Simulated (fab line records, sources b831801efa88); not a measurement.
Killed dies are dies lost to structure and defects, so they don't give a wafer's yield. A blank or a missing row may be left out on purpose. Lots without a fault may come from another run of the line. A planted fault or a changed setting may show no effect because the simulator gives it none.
One fault seen from 2 desks | flow sky130 | each desk has only its own numbers; what lay behind them comes last

THE METROLOGY DESK
What the gauges read, lot by lot, whatever tool the lot ran on: means of the sampled wafers that have a number. A lot is out of limits, marked OUT, if its mean lies more than 4 standard deviations from the usual mean; the brackets give that distance.
Columns: A = cd_nm at SKY_METAL1_CD_MEAS_15, usual 140.2 nm
lot  | first seen here | A
L815 | day 32 19:50    | 139.3
L816 | day 32 23:59    | 141.0
L817 | day 33 08:52    | 139.8
L818 | day 34 07:01    | 142.1
L827 | day 36 23:40    | 138.6
L832 | day 38 06:46    | 139.1
L831 | day 38 10:04    | 141.0
L833 | day 38 19:56    | 139.2
L834 | day 39 01:47    | 144.1
L835 | day 39 06:01    | 142.4
L836 | day 39 10:58    | 137.8
L837 | day 39 18:41    | 141.4
This desk's finding: nothing out of limits on any of the 12 lots.

THE TOOL OWNER'S DESK: litho_track-02
The tool's own readings at SKY_METAL2_SOFTBAKE_11 (time 90 s): means of the sampled wafers that have a number, for each lot that ran on this tool. A lot is out of limits, marked OUT, if its mean lies more than 4 standard deviations from the usual mean; the brackets give that distance.
Columns: A = heater_power_total_W at SKY_METAL2_SOFTBAKE_11, usual 57.35 W; B = run_length_s at SKY_METAL2_SOFTBAKE_11, usual 119.26 s
lot  | first seen here | A     | B
L815 | day 34 14:00    | 57.30 | 119.12
L817 | day 35 03:00    | 57.36 | 119.19
L827 | day 38 16:00    | 57.68 | 117.49 (-12) OUT
L837 | day 41 11:00    | 57.24 | 119.14
This desk's finding: out of limits on L827; first on L827, day 38 16:00 (run_length_s at SKY_METAL2_SOFTBAKE_11). In limits: L815, L817, L837.

PUT TOGETHER
The tool owner's desk could have raised an alarm at day 38 16:00, on L827.
The metrology desk saw nothing out of limits.
The metrology desk has L827 on record, within its limits.
Of the lots named, all ran SKY_METAL2_SOFTBAKE_11 on litho_track-02.

WHAT THE SIMULATOR HAD PUT IN
Process parameter drift: litho_track-02, from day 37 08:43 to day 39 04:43, at SKY_METAL2_SOFTBAKE_11. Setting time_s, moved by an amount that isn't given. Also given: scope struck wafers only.
Lots struck among those shown: L827.
Hours from the fault's start to each desk's first reading out of limits: the tool owner's desk, 31.
